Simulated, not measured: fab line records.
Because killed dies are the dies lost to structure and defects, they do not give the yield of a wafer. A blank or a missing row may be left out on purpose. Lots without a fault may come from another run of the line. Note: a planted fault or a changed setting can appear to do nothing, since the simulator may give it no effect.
fab line records | flow gf180mcu
[record] lots = 15 wafers = 45 last_day = 34
route steps=602 shown NSD@245 PSD@255 M1@330 M2@378
lots with no fault: from the same line, run without faults
start_h: hours from the record's first day to the start of the lot's first wafer shown | wait_h: hours from the lot's prior step to this one | " identical to the entry in the row above | L1.1+2: one row covering several wafers at once | - value missing, or start not given | * or withheld: withheld | < > ~ a bound
route shown NAME@n: a module of which the file shows steps, and the number in the route of the first | usual: average and standard deviation across the fault-free wafers | same: alike in all rows | chamber/n: place in a boat | sites: each site's reading | _std_site: standard deviation across them | _edge_site: outer sites' mean less inner sites' | radius_mm: for every site, how far away it sits from the centre of the wafer | mask NAME#n: copy n | behind: the most recent tool/chamber to have shaped the wafer | hold: why the lot was held/for how many hours/how that ended | device: names the non-switching transistor (n, p or np) | end of line: at the end of the route, the tests of the same wafers | step lacking rows: just its recipe | killed: not the wafer's yield, but the dies lost to structure and defects at the first sort | map: a wafer's dies, x killed, . not, _ none there
set.NAME: the setting the step ran with; set.NAME@STEP: the setting that earlier step ran with | model.NAME: the simulator's own value behind a step, which no gauge read
one table for each step of the route and one row for each wafer, over a sample of lots
services: when a tool's chamber went out of use (start_h, in hours from the record's first day, below 0 if earlier), for how many hours, and the reason
[[steps]]
[step GF_NSD_IMPLANT_10]
[recipe] species = P energy_kev = 40 dose_cm2 = 5e+14 tilt_deg = 7
[usual] beam_energy_keV = 39.998/0.013 beam_on_s = 9.98/0.2
// columns lot.wafer tool chamber start_h wait_h beam_energy_keV beam_on_s
L184.1 implanter-01 0 301.90 0.1 40.002 9.90
L184.4 " 0 " " 39.999 9.93
L184.6 " 0 " " 39.975 9.90
L185.3 implanter-03 0 305.05 0.1 39.990 9.97
L185.4 " 0 " " 39.976 10.29
L185.5 " 0 " " 39.999 10.22
L186.3 implanter-03 0 319.82 0.1 40.019 9.94
L186.5 " 0 " " 39.994 10.13
L186.6 " 0 " " 40.023 10.15
L187.1 implanter-04 0 331.90 0.1 40.003 9.92
L187.5 " 0 " " 40.004 10.11
L187.6 " 0 " " 40.014 10.47
L188.2 implanter-03 0 336.89 0.1 40.008 9.84
L188.4 " 0 " " 39.988 10.21
L188.5 " 0 " " 40.012 10.10
L189.2 implanter-03 0 342.86 0.1 39.975 9.99
L189.4 " 0 " " 39.994 10.08
L189.5 " 0 " " 39.984 9.92
L192.1 implanter-01 0 369.99 0.1 39.994 9.94
L192.4 " 0 " " 39.999 9.64
L192.6 " 0 " " 40.013 10.23
L193.1 implanter-04 0 380.14 0.1 40.014 10.11
L193.4 " 0 " " 40.005 10.27
L193.6 " 0 " " 40.011 9.81
L195.2 implanter-04 - 395.04 0.1 - -
L195.4 " - " " - -
L195.6 " - " " - -
L196.2 implanter-01 - 404.26 0.1 - -
L196.4 " - " " - -
L196.5 " - " " - -
L197.1 implanter-01 - 409.44 0.1 - -
L197.3 " - " " - -
L197.6 " - " " - -
L201.1 implanter-01 0 461.03 0.1 40.000 10.29
L201.3 " 0 " " 39.986 9.85
L201.6 " 0 " " 39.979 10.04
L204.4 implanter-01 0 478.51 0.1 39.979 9.97
L204.5 " 0 " " 39.984 10.02
L204.6 " 0 " " 39.975 9.83
L205.1 implanter-01 0 482.21 0.1 40.009 9.92
L205.5 " 0 " " 39.998 9.67
L205.6 " 0 " " 40.001 10.22
L206.1 implanter-03 0 490.56 0.1 39.989 10.25
L206.3 " 0 " " 39.995 9.57
L206.4 " 0 " " 39.982 9.76
[step GF_NSD_STRIP_11]
[recipe] chemistry = O2/N2 power_w = 1400 pressure_mtorr = 1500 platen_temp_c = 250 o2_flow_sccm = 3000 n2_flow_sccm = 300 overash_fraction = 0.5
[usual] drypump_motor_current_A = 5.60/0.25 heater_power_w = 347/26 oes_product_au = 0.487/0.0047 strip_time_to_endpoint_s = 22.94/0.039
// columns lot.wafer tool chamber start_h wait_h drypump_motor_current_A heater_power_w oes_product_au rf_hours_counter_h strip_time_to_endpoint_s
L184.1 plasma_asher-04 0 302.05 0.1 5.32 320 0.486 69 22.94
L184.4 " 0 " " 5.34 323 0.481 - 22.99
L184.6 " 1 " " 5.76 318 0.484 - 22.98
L185.3 plasma_asher-04 0 305.18 0.1 5.35 323 0.490 - 22.91
L185.4 " 1 " " 5.78 314 0.492 - 22.91
L185.5 " 0 " " 5.31 326 0.497 - 22.94
L186.3 plasma_asher-04 0 319.95 0.1 5.34 324 0.490 - 22.90
L186.5 " 1 " " 5.77 318 0.488 - 22.92
L186.6 " 0 " " 5.37 324 0.494 - 22.87
L187.1 plasma_asher-03 1 332.05 0.1 5.26 326 0.480 52 23.00
L187.5 " 1 " " 5.26 326 0.494 - 22.99
L187.6 " 0 " " 5.84 341 0.492 - 22.98
L188.2 plasma_asher-01 0 337.02 0.1 5.89 392 0.486 70 22.91
L188.4 " 0 " " 5.89 387 0.488 - 22.92
L188.5 " 0 " " 5.87 385 0.483 - 22.92
L189.2 plasma_asher-03 0 342.98 0.1 5.84 346 0.480 53 22.90
L189.4 " 0 " " 5.84 345 0.474 - 22.85
L189.5 " 1 " " 5.25 329 0.484 - 22.89
L192.1 plasma_asher-03 1 370.14 0.1 5.29 327 0.495 56 22.96
L192.4 " 0 " " 5.86 336 0.491 - 22.96
L192.6 " 1 " " 5.26 331 0.488 - 22.95
L193.1 plasma_asher-04 0 380.29 0.1 5.32 331 0.478 78 22.90
L193.4 " 0 " " 5.33 327 0.486 - 22.94
L193.6 " 1 " " 5.79 316 0.486 - 22.92
L195.2 plasma_asher-01 0 395.17 0.1 5.87 397 0.493 77 22.45
L195.4 " 0 " " 5.88 384 0.494 - 22.42
L195.6 " 1 " " 5.51 375 0.500 - 22.48
L196.2 plasma_asher-03 0 404.38 0.1 5.85 343 0.492 58 22.41
L196.4 " 0 " " 5.86 340 0.492 - 22.35
L196.5 " 0 " " 5.85 337 0.490 - 22.39
L197.1 plasma_asher-04 0 409.59 0.1 5.32 333 0.495 81 22.45
L197.3 " 1 " " 5.78 324 0.495 - 22.46
L197.6 " 0 " " 5.31 326 0.489 - 22.46
L201.1 plasma_asher-01 0 461.18 0.1 5.87 381 0.481 84 22.97
L201.3 " 0 " " 5.88 391 0.486 - 22.94
L201.6 " 0 " " 5.86 390 0.488 - 22.99
L204.4 plasma_asher-03 1 478.61 0.1 5.25 329 0.490 - 23.05
L204.5 " 1 " " 5.28 328 0.487 - 23.02
L204.6 " 0 " " 5.84 353 0.493 - 23.02
L205.1 plasma_asher-01 0 482.36 0.1 5.87 383 0.490 87 22.96
L205.5 " 1 " " 5.54 365 0.478 - 22.96
L205.6 " 0 " " 5.86 389 0.493 - 22.96
L206.1 plasma_asher-04 1 490.71 0.1 5.77 343 0.488 5 22.97
L206.3 " 1 " " 5.78 344 0.487 - 22.97
L206.4 " 0 " " 5.34 328 0.486 - 22.93
[step GF_PSD_CD_MEAS_07]
[recipe] target_cd_nm = 400
[usual] cd_nm = 399.3/2
// columns lot.wafer tool chamber start_h wait_h cd_nm
L184.1 cd_sem-02 - 322.09 0.1 395.3
L184.4 " - " " 397.1
L184.6 " - " " 397.0
L185.3 cd_sem-02 - 326.18 0.1 397.5
L185.4 " - " " 399.6
L185.5 " - " " 397.4
L186.3 cd_sem-01 - 340.63 0.1 398.0
L186.5 " - " " 398.3
L186.6 " - " " 396.9
L187.1 cd_sem-02 - 353.34 0.1 396.1
L187.5 " - " " 397.8
L187.6 " - " " 399.7
L188.2 cd_sem-01 - 358.56 0.1 399.9
L188.4 " - " " 399.7
L188.5 " - " " 405.0
L189.2 cd_sem-01 - 364.05 0.1 399.7
L189.4 " - " " 401.0
L189.5 " - " " 400.5
L192.1 cd_sem-02 - 392.23 0.1 398.4
L192.4 " - " " 398.6
L192.6 " - " " 399.6
L193.1 cd_sem-01 - 403.28 0.1 397.2
L193.4 " - " " 397.2
L193.6 " - " " 398.4
L195.2 cd_sem-01 - 419.15 0.1 398.9
L195.4 " - " " 398.3
L195.6 " - " " 399.8
L196.2 cd_sem-02 - 428.15 0.1 401.5
L196.4 " - " " 401.6
L196.5 " - " " 403.4
L197.1 cd_sem-02 - 433.71 0.1 401.4
L197.3 " - " " 403.4
L197.6 " - " " 403.8
L201.1 cd_sem-01 - 485.52 0.1 400.9
L201.3 " - " " 401.8
L201.6 " - " " 400.7
L204.4 cd_sem-02 - 501.77 0.1 399.5
L204.5 " - " " 399.4
L204.6 " - " " 398.8
L205.1 cd_sem-02 - 506.17 0.1 401.4
L205.5 " - " " 400.5
L205.6 " - " " 399.4
L206.1 cd_sem-02 - 513.42 0.1 395.9
L206.3 " - " " 399.3
L206.4 " - " " 396.2
[step GF_PSD_RS_MEAS_14]
[recipe] thk_meas_gauge = four-point-probe
[usual] NSD_RS = 46.12/0.081
// columns lot.wafer tool chamber start_h wait_h NSD_RS[ohm/sq]
L184.1 film_metro-04 - 322.69 0.1 46.30
L184.4 " - " " 46.14
L184.6 " - " " 46.14
L185.3 film_metro-04 - 326.78 0.1 46.15
L185.4 " - " " 46.10
L185.5 " - " " 46.04
L186.3 film_metro-04 - 341.23 0.1 46.22
L186.5 " - " " 46.19
L186.6 " - " " 46.24
L187.1 film_metro-03 - 353.94 0.1 46.16
L187.5 " - " " 46.06
L187.6 " - " " 46.03
L188.2 film_metro-01 - 359.16 0.1 46.00
L188.4 " - " " 46.04
L188.5 " - " " 46.00
L189.2 film_metro-01 - 364.65 0.1 46.07
L189.4 " - " " 45.97
L189.5 " - " " 46.00
L192.1 film_metro-03 - 392.83 0.1 46.13
L192.4 " - " " 46.28
L192.6 " - " " 46.14
L193.1 film_metro-03 - 403.93 0.1 46.13
L193.4 " - " " 46.13
L193.6 " - " " 46.15
L195.2 film_metro-04 - 419.78 0.1 53.16
L195.4 " - " " 53.25
L195.6 " - " " 53.16
L196.2 film_metro-03 - 428.75 0.1 53.15
L196.4 " - " " 53.12
L196.5 " - " " 53.13
L197.1 film_metro-01 - 434.41 0.1 52.99
L197.3 " - " " 53.09
L197.6 " - " " 53.02
L201.1 film_metro-03 - 486.12 0.1 46.20
L201.3 " - " " 46.19
L201.6 " - " " 46.14
L204.4 film_metro-03 - 502.37 0.1 46.01
L204.5 " - " " 46.13
L204.6 " - " " 46.17
L205.1 film_metro-01 - 506.78 0.1 46.05
L205.5 " - " " 46.12
L205.6 " - " " 46.17
L206.1 film_metro-01 - 514.02 0.1 45.98
L206.3 " - " " 46.11
L206.4 " - " " 46.09
[step GF_M1_OVL_MEAS_15]
[usual] M1_OVL = -4/5.5
// columns lot.wafer tool chamber start_h wait_h M1_OVL[nm]
L184.1 overlay-02 - 390.88 0.1 -18
L184.4 " - " " -9
L184.6 " - " " -13
L185.3 overlay-01 - 396.22 0.1 -3
L185.4 " - " " -4
L185.5 " - " " -8
L186.3 overlay-02 - 412.27 0.1 -3
L186.5 " - " " -8
L186.6 " - " " -7
L187.1 overlay-02 - 424.70 0.1 -3
L187.5 " - " " 4
L187.6 " - " " -4
L188.2 overlay-02 - 432.41 0.1 -1
L188.4 " - " " -6
L188.5 " - " " -9
L189.2 overlay-01 - 437.79 0.1 -4
L189.4 " - " " -3
L189.5 " - " " 1
L192.1 overlay-02 - 468.66 0.1 -3
L192.4 " - " " -1
L192.6 " - " " -3
L193.1 overlay-02 - 480.03 0.1 -13
L193.4 " - " " -15
L193.6 " - " " -8
L201.1 overlay-02 - 557.59 0.1 -5
L201.3 " - " " -4
L201.6 " - " " 2
L204.4 overlay-02 - 572.96 0.1 -5
L204.5 " - " " -11
L204.6 " - " " -6
L205.1 overlay-02 - 577.53 0.1 -8
L205.5 " - " " -5
L205.6 " - " " 1
L206.1 overlay-02 - 583.34 0.1 -1
L206.3 " - " " -3
L206.4 " - " " 7
[step GF_M2_METAL_ETCH_16]
[recipe] chemistry = Cl2/BCl3 mask_material = KrF target_depth_nm = 627.5 stop_on = SiO2 pressure_mtorr = 8 icp_w = 800 bias_w = 140 Cl2_flow_sccm = 80 bcl3_flow_sccm = 40 time_s = 104.6
[usual] drypump_motor_current_A = 5.6/0.37 oes_product_au = 0.972/0.007 throttle_valve_pct = 28.249/0.01
// columns lot.wafer tool chamber start_h wait_h drypump_motor_current_A oes_product_au rf_hours_counter_h throttle_valve_pct
L184.1 rie_metal-02 1 441.01 0.0 5.6 0.965 11 28.262
L184.4 " 1 " " 5.5 0.972 - 28.238
L184.6 " 0 " " 6.0 0.966 - 28.265
L185.3 rie_metal-04 0 447.65 0.1 5.4 0.967 - 28.260
L185.4 " 1 " " 5.6 0.973 - 28.247
L185.5 " 1 " " 5.6 0.971 - 28.255
L186.3 rie_metal-02 1 464.60 0.1 5.6 0.981 - 28.243
L186.5 " 0 " " 6.0 0.969 - 28.244
L186.6 " 1 " " 5.5 0.985 - 28.247
L187.1 rie_metal-02 0 477.11 0.0 6.0 0.981 10 28.244
L187.5 " 0 " " 6.0 0.971 - 28.237
L187.6 " 1 " " 5.5 0.974 - 28.241
L188.2 rie_metal-03 1 485.31 0.0 6.5 0.972 6 28.263
L188.4 " 0 " " 5.2 0.960 - 28.251
L188.5 " 0 " " 5.3 0.970 - 28.261
L189.2 rie_metal-04 1 489.76 0.0 5.5 0.977 1 28.255
L189.4 " 1 " " 5.6 0.973 - 28.246
L189.5 " 0 " " 5.4 0.969 - 28.245
L192.1 rie_metal-04 0 518.96 0.0 5.4 0.977 11 28.240
L192.4 " 1 " " 5.6 0.967 - 28.248
L192.6 " 1 " " 5.6 0.981 - 28.249
L193.1 rie_metal-03 0 528.41 0.0 5.3 0.971 2 28.250
L193.4 " 1 " " 6.5 0.983 - 28.256
L193.6 " 0 " " 5.3 0.978 - 28.241
L201.1 rie_metal-04 0 602.66 0.0 5.3 0.972 13 28.260
L201.3 " 1 " " 5.5 0.957 - 28.271
L201.6 " 1 " " 5.6 0.955 - 28.258
L204.4 rie_metal-02 1 617.65 0.0 5.6 0.974 - 28.249
L204.5 " 1 " " 5.6 0.976 - 28.247
L204.6 " 0 " " 6.1 0.966 - 28.257
L205.1 rie_metal-03 1 622.86 0.0 6.6 0.962 9 28.254
L205.5 " 1 " " 6.5 0.973 - 28.241
L205.6 " 0 " " 5.3 0.976 - 28.249
L206.1 rie_metal-04 0 627.61 0.0 5.4 0.972 0 28.232
L206.3 " 0 " " 5.4 0.971 - 28.250
L206.4 " 1 " " 5.5 0.973 - 28.244
[[services]]
// columns tool chamber start_h hours kind
plasma_asher-01 - 298.20 8.0 repair
plasma_asher-03 - 301.41 13.2 pm
implanter-03 - 366.83 69.5 repair
plasma_asher-03 - 374.55 14.6 pm
plasma_asher-04 - 421.25 9.0 pm
implanter-04 - 426.54 4.0 repair
plasma_asher-04 - 430.25 7.2 pm
implanter-03 - 439.73 4.7 repair
implanter-03 - 444.38 4.3 pm
plasma_asher-03 - 445.50 1.4 repair
implanter-04 - 450.64 5.8 repair
rie_metal-04 - 452.49 0.9 repair
rie_metal-04 - 464.23 0.8 repair
plasma_asher-04 - 478.19 1.2 repair
rie_metal-02 - 500.41 28.1 pm
plasma_asher-03 - 509.75 0.5 repair
implanter-03 - 557.41 6.4 repair
implanter-01 - 566.38 1.6 repair
plasma_asher-04 - 582.89 2.8 pm
implanter-03 - 583.01 1.1 repair
plasma_asher-04 - 594.31 2.4 repair
rie_metal-04 - 599.17 2.8 pm
plasma_asher-04 - 603.09 54.8 repair
plasma_asher-03 - 616.49 0.5 repair
[[key]]
[first_sign] step = GF_NSD_IMPLANT_10 reading = tool_record direction = missing
[effect] step = GF_NSD_STRIP_11 reading = strip_time_to_endpoint_s direction = down sigmas = 13 usual = * struck = *
[effect] step = GF_PSD_RS_MEAS_14 reading = NSD_RS direction = up sigmas = 87 usual = 46.12 struck = 53.12
met_at GF_NSD_IMPLANT_10
struck_lots L195,L196,L197
later_rows_left_out L195.2,L195.4,L195.6,L196.2,L196.4,L196.5,L197.1,L197.3,L197.6
sort_left_out L195.2,L195.4,L195.6,L196.2,L196.4,L196.5,L197.1,L197.3,L197.6
tester_left_out L195,L196,L197
not_acting_at GF_PSD_CD_MEAS_07,GF_M1_OVL_MEAS_15,GF_M2_METAL_ETCH_16
onset_between 380.14 395.04
[fault] kind = skipped_step_whole tool = implanter-01,implanter-04 chamber = - onset_h = 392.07 steps = GF_NSD_IMPLANT_10 scope = struck_lots_only
// tester_left_out: of these lots the tester's yield and bins aren't shown, on N5 and GAA mostly nor the transistor test; their killed dies are dies lost to structure and defects alone, not to doping, threshold or leakage, so they don't give the yield
// sort_left_out: the simulated sort isn't trusted on such a fault, so these wafers' sort isn't shown, and their yield isn't known
// later_rows_left_out: the simulator's readings of these wafers behind a module that went badly wrong aren't trusted and aren't shown, but for the sort
